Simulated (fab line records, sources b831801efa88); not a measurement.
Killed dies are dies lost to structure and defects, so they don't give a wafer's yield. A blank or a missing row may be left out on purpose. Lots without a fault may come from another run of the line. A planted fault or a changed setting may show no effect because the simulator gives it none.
A struck lot beside a sound one | flow gf180mcu | 21 steps out of a route of 602
Sound: wafers L609.1, L609.2, L609.5. Struck: wafers L618.3, L618.5, L618.6. The cause comes at the end.
At each step with rows: each side's tool, then ch and its chambers, then its first start. Under that, the readings that differ: sound wafers | struck wafers | difference of the means | sigmas: that difference in standard deviations of wafers without a fault.
alike: readings whose means differ by less than 2 such deviations, and words and numbers that are the same on both sides. not compared: withheld readings, readings that some wafer has no value for, bounds like >300 that may hide the same value, and numbers for which the record gives no deviation and whose values overlap.
The two part at a step that has a row with sigmas, a row that says differs or no value, or rows on one side only. Numbers that don't overlap but have no deviation are shown without sigmas and don't part them. A reading that every wafer of one side lacks parts them only if that side has two wafers or more.

first, 1 step without rows for these wafers: GF_STI_OXIDATION_21 (stabilise 600 s, purge 300 s, target thk 15 nm).
GF_STI_THK_MEAS_22:
  sound on film_metro-02, day 3 20:36; struck on film_metro-01, day 5 22:37
  alike: STI_OXIDATION_01_THK
then, 1 step without rows for these wafers: GF_STI_CVD_23 (deposits SiO2, target thk 650 nm, time 108.3 s).
GF_STI_THK_MEAS_24:
  sound on film_metro-03, day 3 20:44; struck on film_metro-02, day 5 22:48
  alike: STI_CVD_23_THK
GF_STI_CMP_25: polishes, stops on Si3N4, t overpolish 33 s, target thk 524.6 nm.
  sound on cmp-01 ch 0,3, day 3 20:48; struck on cmp-02 ch 0,3, day 5 22:53
  alike: motor_current_A, overpolish_run_s, time_to_endpoint_s
then, 4 steps without rows for these wafers: GF_STI_WET_ETCH_26 (etches SiO2 in dHF, target depth 94 nm, time 188 s); GF_STI_WET_ETCH_27 (etches Si3N4 in H3PO4, target depth 160 nm, time 1825 s); GF_STI_WET_ETCH_28 (etches SiO2 in dHF, target depth 20 nm, time 40 s); GF_STI_OXIDATION_29 (stabilise 600 s, purge 300 s, target thk 10 nm).
GF_STI_THK_MEAS_30:
  sound on film_metro-01, day 3 23:05; struck on film_metro-02, day 6 01:09
  alike: STI_OXIDATION_02_THK
then, 2 steps without rows for these wafers: GF_DNWELL_DEHYDRATE_00 (time 60 s); GF_DNWELL_HMDS_01 (prime time 60 s).
GF_DNWELL_COAT_02: resist thk 3000 nm.
  sound on litho_track-01 ch 0, day 4 05:49; struck on litho_track-01 ch 0, day 6 08:28
  reading                                  | sound          | struck         | difference | sigmas
  model.coat_of_DNWELL_COAT_02.thk_nm (nm) | 2989 2996 2996 | 3059 3069 3059 | +69        |
then, 3 steps without rows for these wafers: GF_DNWELL_SOFTBAKE_03; GF_DNWELL_EXPOSE_04 (exposes mask DNWELL, target cd 1700 nm); GF_DNWELL_PEB_05.
GF_DNWELL_DEVELOP_06: develop time 60 s.
  sound on litho_track-01 ch 0; struck on litho_track-01 ch 0
  reading                                  | sound          | struck         | difference | sigmas
  model.coat_of_DNWELL_COAT_02.thk_nm (nm) | 2988 2995 2995 | 3058 3068 3058 | +69        |
then, 1 step without rows for these wafers: GF_DNWELL_IMPLANT_07.
GF_DNWELL_STRIP_08: strips in O2/N2.
  sound on plasma_asher-03 ch 0,1, day 4 12:22; struck on plasma_asher-03 ch 0,1, day 6 15:53
  reading                      | sound             | struck            | difference | sigmas
  strip_time_to_endpoint_s (s) | 35.49 35.56 35.57 | 36.24 36.35 36.24 | +0.74      | +9
  alike: drypump_motor_current_A, heater_power_w, oes_product_au
  not compared: rf_hours_counter_h
GF_DNWELL_TW_MEAS_09:
  sound on film_metro-02, day 4 12:28; struck on film_metro-01, day 6 15:59
  reading   | sound          | struck         | difference | sigmas
  DNWELL_TW | 1339 1342 1331 | 1375 1369 1372 | +35        | +3
then, 1 step without rows for these wafers: GF_PASSIVATION_PROBE_99.

WHERE THEY PART
First at GF_DNWELL_STRIP_08; last, within this record, at GF_DNWELL_TW_MEAS_09.

WHY: what the simulator had put in
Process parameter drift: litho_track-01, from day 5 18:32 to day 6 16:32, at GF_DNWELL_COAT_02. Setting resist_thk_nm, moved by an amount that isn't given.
